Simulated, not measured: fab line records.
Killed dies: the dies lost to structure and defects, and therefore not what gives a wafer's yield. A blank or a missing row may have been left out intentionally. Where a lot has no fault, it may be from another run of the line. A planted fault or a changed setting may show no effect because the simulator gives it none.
fab line records | flow sky130
record lots=5 | wafers=15 | last_day=50
route steps=708 shown VIA2@509 PAD_OPEN@708
lots that met no fault: taken from a fault-free run of the same line
start_h: the number of hours between the record's first day and the start of the first shown wafer of the lot | wait_h: hours from the lot's prior step to this one | " same as the row above | L1.1+2: a single row standing in for several wafers | - either no value or no given start | * or withheld: withheld | < > ~ a bound
route shown NAME@n: NAME is a module with steps in the file, n the number in the route of the first one | usual: mean/standard deviation taken from wafers without a fault | same: alike in all rows | chamber/n: place in a boat | sites: the reading at each site | _std_site: standard deviation across them | _edge_site: inner sites' mean taken away from outer sites' mean | radius_mm: how far each site lies from the wafer's centre | mask NAME#n: copy n | behind: tool/chamber where the wafer was last shaped | hold: why the lot went on hold/how many hours it stayed there/how the hold came to an end | device: transistor that didn't switch, given as n, p or np | end of line: the same wafers' tests at the end of the route | a step given without rows: its recipe and nothing more | killed: count of dies lost to structure and defects at first sort (not the wafer's yield) | map: dies across one wafer; x = killed, . = not, _ = none there
set.NAME: the setting as run; set.NAME@STEP: as run at that earlier step | model.NAME: the simulator's own value behind a step, which no gauge read
a table for each step, a row for each wafer; lots at some steps of the route
services: a tool's chamber out of use, with start hour (start_h, from the record's first day; less than 0 if before it), hours out, and reason
## steps
# step SKY_VIA2_CMP_02
# recipe material=SiO2 | down_force_psi=4 | platen_rpm=60 | pad_velocity_m_s=0.94248
# usual edge_zone_pressure_frac=0.999/0.005 | motor_current_A=11.7/1.3
lot.wafer | tool   | chamber | start_h | wait_h | edge_zone_pressure_frac | motor_current_A
L209.2    | cmp-02 | 2       | 852.50  | 0.1    | 0.996                   | 10.6
L209.4    | "      | 3       | "       | "      | 1.012                   | 10.2
L209.6    | "      | 1       | "       | "      | 0.991                   | 11.6
L213.1    | cmp-02 | 0       | 898.77  | 0.1    | 0.994                   | 13.5
L213.3    | "      | 2       | "       | "      | 0.995                   | 10.9
L213.6    | "      | 0       | "       | "      | 1.002                   | 13.2
L221.3    | cmp-01 | 1       | 944.78  | 0.0    | 0.995                   | 11.3
L221.4    | "      | 3       | "       | "      | 1.004                   | 12.5
L221.6    | "      | 1       | "       | "      | 1.000                   | 10.9
L226.3    | cmp-02 | 3       | 984.74  | 0.0    | 0.999                   | 10.2
L226.4    | "      | 1       | "       | "      | 1.002                   | 11.6
L226.5    | "      | 0       | "       | "      | 1.001                   | 12.5
L228.1    | cmp-01 | 3       | 999.74  | 0.1    | 0.998                   | 11.9
L228.2    | "      | 0       | "       | "      | 0.999                   | 10.3
L228.6    | "      | 3       | "       | "      | 0.998                   | 12.7
# step SKY_VIA2_BOW_MEAS_03
# recipe mode=bow
# usual VIA2_BOW=88/7.2
lot.wafer | tool          | chamber | start_h | wait_h | VIA2_BOW[um]
L209.2    | film_metro-01 | -       | 852.72  | 0.2    | 92
L209.4    | "             | -       | "       | "      | 87
L209.6    | "             | -       | "       | "      | 87
L213.1    | film_metro-02 | -       | 899.07  | 0.2    | 86
L213.3    | "             | -       | "       | "      | 103
L213.6    | "             | -       | "       | "      | 101
L221.3    | film_metro-02 | -       | 945.12  | 0.3    | 89
L221.4    | "             | -       | "       | "      | 80
L221.6    | "             | -       | "       | "      | 91
L226.3    | film_metro-03 | -       | 985.08  | 0.3    | 83
L226.4    | "             | -       | "       | "      | 89
L226.5    | "             | -       | "       | "      | 84
L228.1    | film_metro-02 | -       | 999.99  | 0.2    | 107
L228.2    | "             | -       | "       | "      | 73
L228.6    | "             | -       | "       | "      | 94
# step SKY_VIA2_DEHYDRATE_04
# recipe temp_c=200 | time_s=60
# step SKY_VIA2_HMDS_05
# recipe prime_time_s=60 | prime_temp_c=120
# step SKY_VIA2_COAT_06
# recipe resist=BARC | temp_c=withheld | time_s=withheld | spin_rpm=3000 | resist_thk_nm=60
# step SKY_VIA2_COAT_07
# recipe resist=KrF-thick | spin_rpm=3000 | resist_thk_nm=450
# step SKY_VIA2_SOFTBAKE_08
# recipe temp_c=100 | time_s=90 | resist=KrF-thick
# step SKY_VIA2_EXPOSE_09
# recipe mask_id=VIM2 | na=0.8 | source_shape=annular | sigma_inner=0.55 | sigma_outer=0.85 | target_cd_nm=200 | dose_mj=38.62
# step SKY_VIA2_PEB_10
# recipe peb_temp_c=withheld | peb_time_s=withheld | resist=KrF-thick
# step SKY_VIA2_DEVELOP_11
# recipe develop_time_s=60 | resist=KrF-thick | dev_temp_c=21
# step SKY_VIA2_CD_MEAS_12
# recipe target_cd_nm=200
# usual cd_nm=200.0/1.5
lot.wafer | tool      | chamber | start_h | wait_h | cd_nm
L209.2    | cd_sem-01 | -       | 879.74  | -      | 199.3
L209.4    | "         | -       | "       | "      | 201.6
L209.6    | "         | -       | "       | "      | 201.7
L213.1    | cd_sem-02 | -       | 924.21  | -      | 199.9
L213.3    | "         | -       | "       | "      | 198.9
L213.6    | "         | -       | "       | "      | 198.2
L221.3    | cd_sem-01 | -       | 969.45  | -      | 201.0
L221.4    | "         | -       | "       | "      | 202.3
L221.6    | "         | -       | "       | "      | 202.5
L226.3    | cd_sem-02 | -       | 1008.86 | -      | 201.4
L226.4    | "         | -       | "       | "      | 200.7
L226.5    | "         | -       | "       | "      | 201.3
L228.1    | cd_sem-01 | -       | 1022.86 | -      | 200.0
L228.2    | "         | -       | "       | "      | 199.1
L228.6    | "         | -       | "       | "      | 200.9
# step SKY_VIA2_OVL_MEAS_13
# usual VIA2_OVL=1/5.3
lot.wafer | tool       | chamber | start_h | wait_h | VIA2_OVL[nm]
L209.2    | overlay-01 | -       | 879.85  | 0.1    | 4
L209.4    | "          | -       | "       | "      | 8
L209.6    | "          | -       | "       | "      | 4
L213.1    | overlay-01 | -       | 924.33  | 0.1    | -1
L213.3    | "          | -       | "       | "      | -2
L213.6    | "          | -       | "       | "      | -2
L221.3    | overlay-02 | -       | 969.55  | 0.1    | 6
L221.4    | "          | -       | "       | "      | 4
L221.6    | "          | -       | "       | "      | 10
L226.3    | overlay-01 | -       | 1008.95 | 0.1    | 5
L226.4    | "          | -       | "       | "      | 6
L226.5    | "          | -       | "       | "      | 11
L228.1    | overlay-01 | -       | 1022.98 | 0.1    | 2
L228.2    | "          | -       | "       | "      | -4
L228.6    | "          | -       | "       | "      | -2
# step SKY_VIA2_ETCH_14
# recipe chemistry=N2/H2 | target=BARC | ion_energy_ev=200 | source_w=500 | bias_w=100 | pressure_mtorr=30 | n2_flow_sccm=100 | h2_flow_sccm=200 | stop_on=SiO2 | time_s=45.9 | target_depth_a=600
# usual bias_w=100.02/0.27 | chamber_pressure_mTorr=30.00/0.031 | drypump_motor_current_A=5.8/0.47 | oes_product_au=0.855/0.0044 | throttle_valve_pct=13.225/0.009
# same time_s=45.9
lot.wafer | tool        | chamber | start_h | wait_h | bias_w | chamber_pressure_mTorr | drypump_motor_current_A | oes_product_au | rf_hours_counter_h | throttle_valve_pct
L209.2    | rie_diel-04 | 3       | 879.88  | 0.0    | 100.28 | 30.01                  | 6.1                     | 0.849          | 15                 | 13.229
L209.4    | "           | 0       | "       | "      | 100.06 | 30.06                  | 5.5                     | 0.848          | 12                 | 13.226
L209.6    | "           | 2       | "       | "      | 99.86  | 30.03                  | 5.3                     | 0.855          | -                  | 13.235
L213.1    | rie_diel-01 | 2       | 924.37  | 0.0    | 100.28 | 30.01                  | 6.6                     | 0.852          | 1                  | 13.225
L213.3    | "           | 3       | "       | "      | 98.98  | 29.97                  | 5.4                     | 0.854          | 15                 | 13.228
L213.6    | "           | 0       | "       | "      | 94.13  | 29.95                  | 6.5                     | 0.848          | -                  | 13.219
L221.3    | rie_diel-04 | 1       | 969.57  | 0.0    | 100.21 | 29.98                  | 6.2                     | 0.860          | 11                 | 13.216
L221.4    | "           | 0       | "       | "      | 100.43 | 29.96                  | 5.5                     | 0.856          | 15                 | 13.240
L221.6    | "           | 2       | "       | "      | 99.80  | 30.04                  | 5.4                     | 0.851          | -                  | 13.228
L226.3    | rie_diel-03 | 2       | 1008.98 | 0.0    | 100.07 | 29.98                  | 4.9                     | 0.858          | 21                 | 13.231
L226.4    | "           | 1       | "       | "      | 99.67  | 30.01                  | 5.6                     | 0.851          | 14                 | 13.223
L226.5    | "           | 0       | "       | "      | 99.70  | 30.02                  | 5.6                     | 0.859          | -                  | 13.221
L228.1    | rie_diel-01 | 2       | 1023.02 | 0.0    | 99.78  | 30.04                  | 6.6                     | 0.848          | 4                  | 13.229
L228.2    | "           | 1       | "       | "      | 100.13 | 29.97                  | 5.7                     | 0.855          | 12                 | 13.222
L228.6    | "           | 0       | "       | "      | 99.82  | 30.00                  | 6.5                     | 0.857          | -                  | 13.225
# step SKY_VIA2_ETCH_15
# recipe target=SiO2 | chemistry=C4F8/O2/Ar | target_depth_nm=546 | stop_on=TiN | mask_material=KrF-thick | source_w=1500 | bias_w=1200 | pressure_mtorr=40 | c4f8_flow_sccm=withheld | O2_flow_sccm=6 | Ar_flow_sccm=300 | time_s=84
# usual bias_w=1200/3.7 | chamber_pressure_mTorr=40.00/0.037 | oes_product_au=0.939/0.0049
# same time_s=84
lot.wafer | tool        | chamber | start_h | wait_h | bias_w | chamber_pressure_mTorr | oes_product_au | rf_hours_counter_h
L209.2    | rie_diel-04 | 3       | 879.92  | 0.0    | 1195   | 39.95                  | 0.944          | 15
L209.4    | "           | 0       | "       | "      | 1198   | 39.99                  | 0.937          | 12
L209.6    | "           | 2       | "       | "      | 1205   | 40.03                  | 0.940          | -
L213.1    | rie_diel-01 | 2       | 924.41  | 0.0    | 1197   | 40.06                  | 0.930          | 1
L213.3    | "           | 3       | "       | "      | 1199   | 40.03                  | 0.938          | 15
L213.6    | "           | 0       | "       | "      | 1204   | 40.02                  | 0.943          | -
L221.3    | rie_diel-04 | 1       | 969.61  | 0.0    | 1200   | 40.01                  | 0.938          | 11
L221.4    | "           | 0       | "       | "      | 1200   | 40.02                  | 0.947          | 15
L221.6    | "           | 2       | "       | "      | 1198   | 40.02                  | 0.936          | -
L226.3    | rie_diel-03 | 2       | 1009.02 | 0.0    | 1202   | 40.00                  | 0.940          | 21
L226.4    | "           | 1       | "       | "      | 1202   | 39.98                  | 0.936          | 14
L226.5    | "           | 0       | "       | "      | 1203   | 40.07                  | 0.938          | -
L228.1    | rie_diel-01 | 2       | 1023.06 | 0.0    | 1203   | 40.03                  | 0.941          | 4
L228.2    | "           | 1       | "       | "      | 1203   | 39.95                  | 0.934          | 12
L228.6    | "           | 0       | "       | "      | 1194   | 39.99                  | 0.937          | -
# step SKY_PAD_OPEN_PROBE_99
# usual defect_limited_yield=82.5/1.9 | killed_at_M0_to_M3=42/6.9 | killed_at_M4_up=3.2/1.7 | killed_at_contacts=25/5.1 | killed_at_front_end=15/4.5 | killed_at_other=0.4/0.63 | killed_dies=86/9.3 | killed_open=46/7 | killed_short=39/6.9 | sort_bin_3_pad_short=0.9/0.45 | sort_bin_5_function=10.4/1.5 | sort_bin_6_memory=6.3/1.1 | sort_n_pass=406/9.3 | sort_yield_pct=82.5/1.9
# same gross_dies=492 | killed_at_back_side=0 | sort_bin_4_leakage[%]=0 | sort_bin_8_speed[%]=0
lot.wafer | tool      | chamber | start_h | wait_h | defect_limited_yield[%] | killed_at_M0_to_M3 | killed_at_M4_up | killed_at_contacts | killed_at_front_end | killed_at_other | killed_dies | killed_open | killed_short | sort_bin_3_pad_short[%] | sort_bin_5_function[%] | sort_bin_6_memory[%] | sort_n_pass | sort_yield_pct[%]
L221.3    | prober-02 | -       | 1171.82 | 0.2    | 81.1                    | 53                 | 2               | 21                 | 16                  | 1               | 93          | 55          | 37           | 1.2                     | 11.2                   | 6.5                  | 399         | 81.1
L221.4    | prober-02 | -       | 1171.87 | 0.2    | 82.7                    | 47                 | 1               | 22                 | 15                  | 0               | 85          | 56          | 29           | 0.6                     | 12.0                   | 4.7                  | 407         | 82.7
L221.6    | prober-02 | -       | 1171.97 | 0.2    | 81.9                    | 39                 | 7               | 25                 | 18                  | 0               | 89          | 47          | 42           | 0.6                     | 9.8                    | 7.7                  | 403         | 81.9
L226.3    | prober-01 | -       | 1198.19 | 0.2    | 84.1                    | 42                 | 3               | 22                 | 10                  | 1               | 78          | 39          | 39           | 0.6                     | 7.9                    | 7.3                  | 414         | 84.1
L226.4    | prober-01 | -       | 1198.24 | 0.2    | 80.3                    | 34                 | 4               | 42                 | 17                  | 0               | 97          | 52          | 44           | 1.6                     | 11.4                   | 6.7                  | 395         | 80.3
L226.5    | prober-01 | -       | 1198.29 | 0.2    | 80.3                    | 42                 | 4               | 30                 | 21                  | 0               | 97          | 54          | 43           | 1.2                     | 12.0                   | 6.5                  | 395         | 80.3
# killed by level:class
L221.3 VIA2:geometric_particle:open=11 LI_CONTACT:geometric_particle:open=10 VIA1:geometric_particle:open=9 CONTACT:geometric_particle:open=6 METAL3:geometric_particle:short=6 VIA3:geometric_particle:open=6 METAL2:geometric_particle:short=5 VIA3:geometric_particle:short=5
L221.4 CONTACT:geometric_particle:open=10 VIA1:geometric_particle:open=10 FIELD_ISO:geometric_particle:open=9 METAL2:geometric_particle:short=9 LI_CONTACT:geometric_particle:open=7 VIA2:geometric_particle:open=7 METAL1:geometric_particle:short=5 VIA3:geometric_particle:open=5
L221.6 VIA1:geometric_particle:open=15 CONTACT:geometric_particle:open=11 METAL2:geometric_particle:short=8 FIELD_ISO:geometric_particle:short=7 LI_CONTACT:geometric_particle:open=6 CONTACT:geometric_particle:short=5 METAL4:geometric_particle:short=5 VIA1:geometric_particle:short=5
L226.3 LI_CONTACT:geometric_particle:open=8 VIA1:geometric_particle:open=8 METAL1:geometric_particle:short=7 CONTACT:geometric_particle:short=6 VIA3:geometric_particle:open=6 VIA2:geometric_particle:open=6 VIA3:geometric_particle:short=6 CONTACT:geometric_particle:open=5
L226.4 CONTACT:geometric_particle:open=16 LI_CONTACT:geometric_particle:open=11 FIELD_ISO:geometric_particle:short=8 VIA3:geometric_particle:open=8 VIA1:geometric_particle:open=6 VIA2:geometric_particle:open=6 LOCAL_INTERCONNECT:geometric_particle:short=5 METAL1:geometric_particle:short=5
L226.5 CONTACT:geometric_particle:open=11 LI_CONTACT:geometric_particle:open=9 VIA1:geometric_particle:open=9 FIELD_ISO:geometric_particle:short=6 METAL2:geometric_particle:short=6 VIA2:geometric_particle:open=6 VIA3:geometric_particle:open=6 VIA1:geometric_particle:short=5
## services
tool        | chamber | start_h | hours | kind
rie_diel-03 | 1       | 848.87  | 39.3  | repair
rie_diel-01 | 2       | 850.89  | -     | clean
rie_diel-01 | 2       | 850.89  | 23.5  | scheduled_down
rie_diel-01 | 2       | 850.89  | 23.5  | vent_cycle
cmp-02      | -       | 854.05  | 4.4   | pm
rie_diel-04 | -       | 854.65  | 0.6   | repair
rie_diel-04 | 1       | 860.03  | 1.4   | repair
rie_diel-03 | 3       | 889.32  | 7.5   | repair
rie_diel-03 | 3       | 896.86  | -     | clean
rie_diel-03 | 3       | 896.86  | 37.8  | scheduled_down
rie_diel-03 | 3       | 896.86  | 37.8  | vent_cycle
cmp-01      | -       | 912.00  | 4.0   | pm
cmp-01      | -       | 916.00  | -     | consumable_replace:conditioner
cmp-01      | -       | 916.00  | -     | consumable_replace:pad
cmp-01      | -       | 930.32  | 1.3   | repair
rie_diel-04 | 3       | 939.36  | 9.7   | repair
cmp-01      | -       | 940.29  | 3.6   | repair
cmp-02      | -       | 967.68  | 1.8   | repair
cmp-02      | -       | 980.76  | 1.5   | repair
rie_diel-04 | 3       | 985.38  | 8.4   | repair
cmp-02      | -       | 985.39  | 1.1   | repair
cmp-02      | -       | 990.02  | 0.4   | repair
## key
first_sign step=SKY_VIA2_ETCH_14 | reading=bias_w | direction=down | sigmas=22 | usual=100.02 | struck=94.13
effect none on later readings
met_at SKY_VIA2_ETCH_14
struck_wafers L213.6
fault kind=process_parameter_drift | tool=rie_diel-01 | chamber=0 | onset_h=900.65 | steps=SKY_VIA2_ETCH_14 | channel=bias_w | offset=-5.6588 | shape=step | end_h=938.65 | acts_in=these_recipes_only | stated=100
